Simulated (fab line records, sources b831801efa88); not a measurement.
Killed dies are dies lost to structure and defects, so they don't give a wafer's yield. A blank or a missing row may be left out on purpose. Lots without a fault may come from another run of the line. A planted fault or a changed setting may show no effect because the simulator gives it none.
Which tool did it? | flow sfq_line | 14 lots, 42 wafers sampled, at 1 step of a route of 325

WHAT THE GAUGES READ, wafer by wafer
The record holds no reading of a measuring or inspecting step that can be judged against a usual standard deviation.

WHICH TOOL RAN EACH LOT (tool, then ch and the chambers of the sampled wafers, then the start)
lot  | SFQ_TRILAYER_L0_BARC_OPEN_METAL_ETCH_010
L158 | rie_metal-04 ch 1, day 3 09:14
L159 | rie_metal-01 ch 0,1, day 3 15:27
L160 | rie_metal-02 ch 0, day 3 21:15
L161 | rie_metal-02 ch 0, day 4 04:42
L162 | rie_metal-02 ch 0,1, day 4 12:49
L165 | rie_metal-01 ch 0,1, day 5 09:19
L170 | rie_metal-04 ch 0,1, day 7 01:09
L171 | rie_metal-04 ch 0,1, day 7 05:57
L173 | rie_metal-01 ch 0,1, day 7 17:57
L174 | rie_metal-02 ch 0,1, day 7 23:58
L175 | rie_metal-02 ch 0,1, day 8 09:23
L178 | rie_metal-02 ch 0,1, day 9 08:19
L179 | rie_metal-01 ch 0,1, day 9 15:31
L180 | rie_metal-01 ch 0,1, day 9 23:56
- SFQ_TRILAYER_L0_BARC_OPEN_METAL_ETCH_010: etches BARC in O2, target depth 125 nm, time 41.7 s.

WHAT THE TOOLS THEMSELVES READ (means of the sampled wafers that have a number; where no wafer has one, the mark that the record gives instead)
SFQ_TRILAYER_L0_BARC_OPEN_METAL_ETCH_010. Usual: drypump_motor_current_A 5.6 A, standard deviation 0.49; oes_product_au 0.685 a.u., standard deviation 0.0044; run_length_s 69.7 s, standard deviation 0.41.
lot  | tool         | drypump_motor_current_A (A) | oes_product_au (a.u.) | run_length_s (s) | flag
L158 | rie_metal-04 | 5.8                         | 0.684                 | 69.4             |
L159 | rie_metal-01 | 5.6                         | 0.687                 | 69.6             |
L160 | rie_metal-02 | 6.1                         | 0.686                 | 69.6             |
L161 | rie_metal-02 | 6.1                         | 0.684                 | 69.6             |
L162 | rie_metal-02 | 5.8                         | 0.689                 | 69.7             |
L165 | rie_metal-01 | 5.6                         | 0.681                 | 69.8             |
L170 | rie_metal-04 | 5.4                         | 0.790                 | 61.3             | OFF
L171 | rie_metal-04 | 5.5                         | 0.789                 | 61.3             | OFF
L173 | rie_metal-01 | 5.6                         | 0.685                 | 69.9             |
L174 | rie_metal-02 | 5.5                         | 0.683                 | 69.8             |
L175 | rie_metal-02 | 5.5                         | 0.686                 | 69.8             |
L178 | rie_metal-02 | 5.8                         | 0.681                 | 69.9             |
L179 | rie_metal-01 | 5.9                         | 0.690                 | 69.6             |
L180 | rie_metal-01 | 5.9                         | 0.688                 | 69.6             |

THE ANSWER, worked out from the rows above alone
Rule: a lot is off if the mean of its wafers that have a number lies more than 3 standard deviations from the usual mean. A lot without any number at a reading at which 4 lots or more have one is off too. The other lots that the step has rows for count as sound. The gauges are gone through in route order, then the tools' own readings, and for those a lot's mean is taken as printed above. The first step at which some lot is off is used, and at that step the reading that is off furthest; a lot without a number counts as furthest.
Off: L170, L171, at SFQ_TRILAYER_L0_BARC_OPEN_METAL_ETCH_010 (oes_product_au).
A tool fits if, at that step or a process step before it, it ran every lot that is off, and no sound lot after the first of them. One fits: rie_metal-04 at SFQ_TRILAYER_L0_BARC_OPEN_METAL_ETCH_010. Its last sound lot is L158 (day 3 09:14), its first lot that is off L170 (day 7 01:09): a fault that began between those two fits.
The tool's own readings at SFQ_TRILAYER_L0_BARC_OPEN_METAL_ETCH_010 bear it out: on the lots that are off they differ by more than 5 times the standard deviation of the sound lots' means. oes_product_au reads 0.790 a.u. there against 0.685 a.u. on the sound lots; run_length_s reads 61.3 s there against 69.7 s on the sound lots.

WHAT THE SIMULATOR HAD PUT IN
Process parameter drift: rie_metal-04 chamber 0, from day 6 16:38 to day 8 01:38, at SFQ_TRILAYER_L0_BARC_OPEN_METAL_ETCH_010. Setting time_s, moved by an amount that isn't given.
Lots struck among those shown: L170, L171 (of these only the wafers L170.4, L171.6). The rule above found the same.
